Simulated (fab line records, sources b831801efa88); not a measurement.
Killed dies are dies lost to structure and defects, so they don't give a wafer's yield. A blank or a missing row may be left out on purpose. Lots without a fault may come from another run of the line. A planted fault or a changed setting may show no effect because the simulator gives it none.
Problem report in the 8D (eight disciplines) form, filled by code | flow gf180mcu | the parts of the form that need people (team, actions taken, sign-off) are left out

1. THE PROBLEM
cd_nm at GF_NSD_CD_MEAS_07 reads a mean of 417.2 nm on 3 wafers of 2 lots; wafers without a fault read 399.8 nm with a standard deviation of 2. That is +8.7 standard deviations from the usual mean.
The step: target cd 400 nm.
First seen on wafer L505.5, day 14 14:46, on cd_sem-02. The record holds 42 wafers of 14 lots with a number at this step. Rule for "out", or "out of limits": more than 4 standard deviations from the usual mean. The other wafers with a number count as sound.

2. WHAT IT IS AND WHAT IT IS NOT
question                    | is                     | is not
which readings at this step | cd_nm                  | -
which lots                  | L505, L506             | L502, L503, L504, L515, L516, L517, L518, L519, L520, L521, L523, L525
which wafers of those lots  | L505.5, L506.2, L506.5 | L505.3, L505.6, L506.3
read on which gauges        | cd_sem-02              | cd_sem-01
when                        | from day 14 14:46      | up to then (11 sound wafers); but 28 sound wafers of L506, L515, L516, L517, L518, L519, L520, L521, L523, L525 came after

3. SUSPECTS, AND WHAT RULES EACH OUT
Counting: a tool at a process step up to the reading stays a suspect if it ran every lot that is out. Sound lots after the first of them don't rule it out here, since some wafers of a struck lot are sound.
- the gauge at GF_NSD_CD_MEAS_07: kept. All the wafers that are out were read on cd_sem-02, and no step on other tools shows them out.
- rie_diel-02 at GF_HV_LDD_ETCHBACK_58 (etches Si3N4 in CH3F/O2, stops on SiO2, time 100 s, target depth 90 nm): kept. It ran every lot that is out, first L505 (day 13 17:31); its last sound lot up to then is L503 (day 12 21:29).
- litho_track-04 at GF_NSD_DEVELOP_06 (develop time 60 s): kept. It ran every lot that is out, first L505 (day 14 14:37); its last sound lot up to then is L503 (day 13 17:35).
Left after counting: rie_diel-02 at GF_HV_LDD_ETCHBACK_58, litho_track-04 at GF_NSD_DEVELOP_06, cd_sem-02 at GF_NSD_CD_MEAS_07.

4. THE CAUSE (what the simulator had put in)
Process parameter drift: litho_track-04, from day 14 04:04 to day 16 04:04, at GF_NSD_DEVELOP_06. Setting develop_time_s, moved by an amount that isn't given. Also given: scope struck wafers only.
Counting left 3 suspects, and this tool is among them.

5. THE CHAIN OF EFFECTS, in route order
Each row: a reading whose mean over the struck wafers that have a number lies more than 3 standard deviations from the usual. Only readings for which the record gives a usual standard deviation are gone through. hours: the time from each lot's start at the first step in this table that gives one to its start at this step, as a median over the lots. sigmas: the change in usual standard deviations.
hours | step              | reading | usual    | on struck wafers | change | sigmas
0     | GF_NSD_CD_MEAS_07 | cd_nm   | 399.8 nm | 417.2            | +17.4  | +8.7

6. WHAT WOULD HAVE CAUGHT IT SOONER
In this record the first reading out of limits at a measuring or inspecting step was taken at day 14 14:46, 11 hours after the fault began at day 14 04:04.
Of the lots that are out (2), L506 began GF_NSD_DEVELOP_06 on litho_track-04 after day 14 14:46. A hold on the tool at that time would have spared it.
